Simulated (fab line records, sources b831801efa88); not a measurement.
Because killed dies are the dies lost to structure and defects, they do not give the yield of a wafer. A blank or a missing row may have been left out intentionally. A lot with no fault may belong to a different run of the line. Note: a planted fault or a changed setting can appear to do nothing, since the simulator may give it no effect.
fab line records	flow sky130
[record] lots = 6	wafers = 18	lastDay = 50
route steps=708 shown LI_CONTACT@384 LOCAL_INTERCONNECT@387
lots that met no fault: taken from a fault-free run of the same line
startH: hours from the record's first day to the start of the lot's first wafer shown	waitH: hours from the lot's prior step to this one	" same as the row above	L1.1+2: several wafers, shown together as one row	- either no value or no given start	* or withheld: withheld	< > ~ a bound
route shown NAME@n: a module of which the file shows steps, and the number in the route of the first	usual: mean/standard deviation taken from wafers without a fault	same: alike in all rows	chamber/n: place in a boat	sites: the reading at each site	_std_site: standard deviation across them	_edge_site: inner sites' mean taken away from outer sites' mean	radiusMm: how far each site lies from the wafer's centre	mask NAME#n: copy n	behind: the tool/chamber that last shaped the wafer	hold: why the lot was held/for how many hours/how that ended	device: the transistor (n, p or np) that didn't switch	end of line: the tests these same wafers got at the end of their route	for a step that has no rows: nothing shown but its recipe	killed: the dies lost at the first sort to structure and to defects; this is not the yield of the wafer	map: a wafer's dies, marking killed ones x, the rest . and places with no die _
set.NAME: the setting that was run; set.NAME@STEP: the one run at that earlier step	model.NAME: the simulator's own value behind a step, which no gauge read
a table for each step, a row for each wafer; lots at some steps of the route
services: the hour from which a tool's chamber was out of use, counted from the record's first day as startH (under 0 if before that day), plus the number of hours and why
[[steps]]
[step SKY_LI_CONTACT_RS_MEAS_22]
[recipe] thkMeasGauge = four-point-probe	reads = W_of_LI_CONTACT_CVD_21+TiN_of_LI_CONTACT_SPUTTER_20+Ti_of_LI_CONTACT_SPUTTER_19
[usual] LI_CONTACT_W_RS = 0.2822/0.0028
lot.wafer	tool	chamber	startH	waitH	LI_CONTACT_W_RS[ohm/sq]
L855.1	filmMetro-01	-	680.90	0.1	0.2838
L855.4	"	-	"	"	0.2864
L855.6	"	-	"	"	0.2799
L860.2	filmMetro-02	-	721.45	0.1	0.2820
L860.3	"	-	"	"	0.2792
L860.4	"	-	"	"	0.2775
L869.2	filmMetro-02	-	811.20	0.1	0.2790
L869.4	"	-	"	"	0.2828
L869.6	"	-	"	"	0.2801
L870.3	filmMetro-04	-	820.39	0.1	0.2822
L870.5	"	-	"	"	0.2865
L870.6	"	-	"	"	0.2839
L875.1	filmMetro-02	-	838.53	0.1	0.2829
L875.3	"	-	"	"	0.2843
L875.5	"	-	"	"	0.2809
L877.1	filmMetro-02	-	855.91	0.1	0.2775
L877.2	"	-	"	"	0.2792
L877.4	"	-	"	"	0.2762
[step SKY_LI_CONTACT_THK_MEAS_23]
[recipe] thkMeasGauge = xrf	reads = W_of_LI_CONTACT_CVD_21
[usual] LI_CONTACT_W_THK = 404/6.8
lot.wafer	tool	chamber	startH	waitH	LI_CONTACT_W_THK[nm]
L855.1	filmMetro-01	-	681.02	0.1	395
L855.4	"	-	"	"	393
L855.6	"	-	"	"	399
L860.2	filmMetro-02	-	721.56	0.1	401
L860.3	"	-	"	"	406
L860.4	"	-	"	"	407
L869.2	filmMetro-02	-	811.31	0.1	410
L869.4	"	-	"	"	403
L869.6	"	-	"	"	409
L870.3	filmMetro-04	-	820.49	0.1	410
L870.5	"	-	"	"	404
L870.6	"	-	"	"	406
L875.1	filmMetro-02	-	838.65	0.1	399
L875.3	"	-	"	"	396
L875.5	"	-	"	"	403
L877.1	filmMetro-02	-	856.03	0.1	410
L877.2	"	-	"	"	409
L877.4	"	-	"	"	412
[step SKY_LI_CONTACT_CMP_24]
[recipe] stopOn = PSG	tOverpolishS = 20	downForcePsi = 3.5	platenRpm = 60	targetThkNm = 0	padVelocityMS = 0.94248
[usual] headPressurePsi = 3.499/0.0079	motorCurrentA = 11.7/0.85	overpolishRunS = 20.000/0.009	timeToEndpointS = 98/4.2
[same] tOverpolishS = 20
lot.wafer	tool	chamber	startH	waitH	headPressurePsi	motorCurrentA	overpolishRunS	timeToEndpointS
L855.4	cmp-01	3	681.13	0.1	3.509	13.4	20.005	99
L855.1	"	1	"	"	3.497	11.8	19.989	103
L855.6	"	3	"	"	3.497	13.4	19.995	103
L860.3	cmp-01	3	721.61	0.0	3.496	12.8	19.993	103
L860.2	"	1	"	"	3.497	12.2	20.008	105
L860.4	"	2	"	"	3.498	11.1	20.004	98
L869.2	cmp-02	1	811.41	0.1	3.498	11.7	19.976	98
L869.4	"	3	"	"	3.506	10.8	19.986	95
L869.6	"	0	"	"	3.501	11.0	19.990	96
L870.3	cmp-02	0	820.68	0.2	3.486	10.3	20.012	99
L870.6	"	1	"	"	3.485	12.3	20.000	95
L870.5	"	2	"	"	3.497	11.7	19.980	95
L875.1	cmp-01	1	838.71	0.1	3.505	11.6	20.007	107
L875.3	"	0	"	"	3.496	11.2	19.992	98
L875.5	"	1	"	"	3.496	11.5	20.003	103
L877.1	cmp-02	0	856.09	0.1	3.491	10.8	19.998	104
L877.2	"	2	"	"	3.492	11.9	19.997	103
L877.4	"	3	"	"	3.497	10.6	19.990	105
[step SKY_LOCAL_INTERCONNECT_SPUTTER_00]
[recipe] material = TiN	targetThkNm = 100	tempC = 300	powerW = 6722	timeS = 83.3	chamberPressurePa = 0.4
[usual] throttleValvePct = 29.1/1
lot.wafer	tool	chamber	startH	waitH	throttleValvePct
L855.1	pvdSputter-01	-	681.38	0.1	29.7
L855.4	"	-	"	"	27.9
L855.6	"	-	"	"	28.5
L860.2	pvdSputter-01	-	721.91	0.1	28.4
L860.3	"	-	"	"	28.0
L860.4	"	-	"	"	29.4
L869.2	pvdSputter-01	-	811.66	0.2	29.4
L869.4	"	-	"	"	28.1
L869.6	"	-	"	"	28.0
L870.3	pvdSputter-04	-	820.83	0.1	29.6
L870.5	"	-	"	"	29.7
L870.6	"	-	"	"	31.2
L875.1	pvdSputter-04	-	839.01	0.2	31.1
L875.3	"	-	"	"	28.8
L875.5	"	-	"	"	27.5
L877.1	pvdSputter-04	-	856.39	0.2	28.6
L877.2	"	-	"	"	27.3
L877.4	"	-	"	"	29.6
[step SKY_LOCAL_INTERCONNECT_RS_MEAS_01]
[recipe] thkMeasGauge = four-point-probe	reads = TiN_of_LOCAL_INTERCONNECT_SPUTTER_00
[usual] LOCAL_INTERCONNECT_TIN_RS = 13.64/0.11
lot.wafer	tool	chamber	startH	waitH	LOCAL_INTERCONNECT_TIN_RS[ohm/sq]
L855.1	filmMetro-03	-	681.45	0.0	13.61
L855.4	"	-	"	"	13.61
L855.6	"	-	"	"	13.68
L860.2	filmMetro-04	-	721.99	0.1	13.72
L860.3	"	-	"	"	13.62
L860.4	"	-	"	"	13.65
L869.2	filmMetro-04	-	811.75	0.1	13.59
L869.4	"	-	"	"	13.63
L869.6	"	-	"	"	13.50
L870.3	filmMetro-03	-	820.93	0.1	13.86
L870.5	"	-	"	"	13.87
L870.6	"	-	"	"	13.67
L875.1	filmMetro-04	-	839.07	0.0	13.77
L875.3	"	-	"	"	13.56
L875.5	"	-	"	"	13.66
L877.1	filmMetro-02	-	856.46	0.0	13.59
L877.2	"	-	"	"	13.41
L877.4	"	-	"	"	13.87
[step SKY_LOCAL_INTERCONNECT_THK_MEAS_02]
[recipe] thkMeasGauge = xrf	reads = TiN_of_LOCAL_INTERCONNECT_SPUTTER_00
[usual] LOCAL_INTERCONNECT_TIN_THK = 104.2/0.94
lot.wafer	tool	chamber	startH	waitH	LOCAL_INTERCONNECT_TIN_THK[nm]
L855.1	filmMetro-03	-	681.57	0.1	104.4
L855.4	"	-	"	"	105.4
L855.6	"	-	"	"	103.8
L860.2	filmMetro-04	-	722.10	0.1	103.1
L860.3	"	-	"	"	103.3
L860.4	"	-	"	"	103.4
L869.2	filmMetro-04	-	811.86	0.1	104.6
L869.4	"	-	"	"	104.5
L869.6	"	-	"	"	104.9
L870.3	filmMetro-03	-	821.03	0.1	102.3
L870.5	"	-	"	"	102.8
L870.6	"	-	"	"	104.3
L875.1	filmMetro-04	-	839.19	0.1	103.1
L875.3	"	-	"	"	104.7
L875.5	"	-	"	"	104.3
L877.1	filmMetro-02	-	856.58	0.1	104.3
L877.2	"	-	"	"	105.9
L877.4	"	-	"	"	102.3
[step SKY_LOCAL_INTERCONNECT_DEHYDRATE_03]
[recipe] tempC = 200	timeS = 60
[step SKY_LOCAL_INTERCONNECT_HMDS_04]
[recipe] primeTimeS = 60	primeTempC = 120
[step SKY_LOCAL_INTERCONNECT_COAT_05]
[recipe] resist = BARC	tempC = withheld	timeS = withheld	spinRpm = 3000	resistThkNm = 60
[step SKY_LOCAL_INTERCONNECT_COAT_06]
[recipe] resist = KrF-thick	spinRpm = 3000	resistThkNm = 450
[step SKY_LOCAL_INTERCONNECT_SOFTBAKE_07]
[recipe] tempC = 100	timeS = 90	resist = KrF-thick
[step SKY_LOCAL_INTERCONNECT_EXPOSE_08]
[recipe] maskId = LI1M	na = 0.8	sourceShape = annular	sigmaInner = 0.55	sigmaOuter = 0.85	targetCdNm = 170	doseMj = 28
[step SKY_LOCAL_INTERCONNECT_PEB_09]
[recipe] pebTempC = withheld	pebTimeS = withheld	resist = KrF-thick
[usual] chillPlateTempC = *	exhaustPa = 45.1/0.99
lot.wafer	tool	chamber	startH	waitH	chillPlateTempC	exhaustPa
L855.1	lithoTrack-03	0	708	-	*	43.4
L855.4	"	0	"	"	*	43.5
L855.6	"	0	"	"	*	43.5
L860.2	lithoTrack-01	0	748	-	*	44.7
L860.3	"	0	"	"	*	45.4
L860.4	"	0	"	"	*	45.8
L869.2	lithoTrack-01	-	837	-	-	-
L869.4	"	-	"	"	-	-
L869.6	"	-	838	-	-	-
L870.3	lithoTrack-01	-	845	-	-	-
L870.5	"	-	"	"	-	-
L870.6	"	-	"	"	-	-
L875.1	lithoTrack-04	0	864	-	*	45.6
L875.3	"	0	"	"	*	45.7
L875.5	"	0	"	"	*	47.3
L877.1	lithoTrack-04	0	881	-	*	46.1
L877.2	"	0	"	"	*	46.4
L877.4	"	0	"	"	*	44.8
[step SKY_LOCAL_INTERCONNECT_DEVELOP_10]
[recipe] developTimeS = 60	resist = KrF-thick	devTempC = 21
[[services]]
tool	chamber	startH	hours	kind
pvdSputter-01	-	723.42	3.2	repair
cmp-02	-	744.00	4.0	pm
cmp-02	-	748.00	-	consumableReplace:conditioner
cmp-02	-	748.00	-	consumableReplace:pad
cmp-02	-	754.85	0.9	repair
pvdSputter-04	-	755.08	8.5	repair
pvdSputter-01	-	814.61	11.5	repair
cmp-02	-	845.56	1.7	repair
cmp-01	-	863.16	3.6	pm
cmp-02	-	873.21	6.1	pm
cmp-01	-	879.30	8.8	pm
[[key]]
[firstSign] step = SKY_LOCAL_INTERCONNECT_PEB_09	reading = toolRecord	direction = missing
effect none on later readings
metAt SKY_LOCAL_INTERCONNECT_PEB_09
struckWafers L869.2,L869.4,L869.6,L870.3,L870.5,L870.6
laterRowsLeftOut L869.2,L869.4,L869.6,L870.3,L870.5,L870.6
sortLeftOut L869.2,L869.4,L869.6,L870.3,L870.5,L870.6
testerLeftOut L869,L870
onsetBetween 748 837
[fault] kind = skippedStepWhole	tool = lithoTrack-01	chamber = -	onsetH = 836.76	steps = SKY_LOCAL_INTERCONNECT_PEB_09	scope = struckLotsOnly
// testerLeftOut: of these lots the tester's yield and bins aren't shown, on N5 and GAA mostly nor the transistor test; their killed dies are dies lost to structure and defects alone, not to doping, threshold or leakage, so they don't give the yield
// sortLeftOut: the simulated sort isn't trusted on such a fault, so these wafers' sort isn't shown, and their yield isn't known
// laterRowsLeftOut: the simulator's readings of these wafers behind a module that went badly wrong aren't trusted and aren't shown, but for the sort
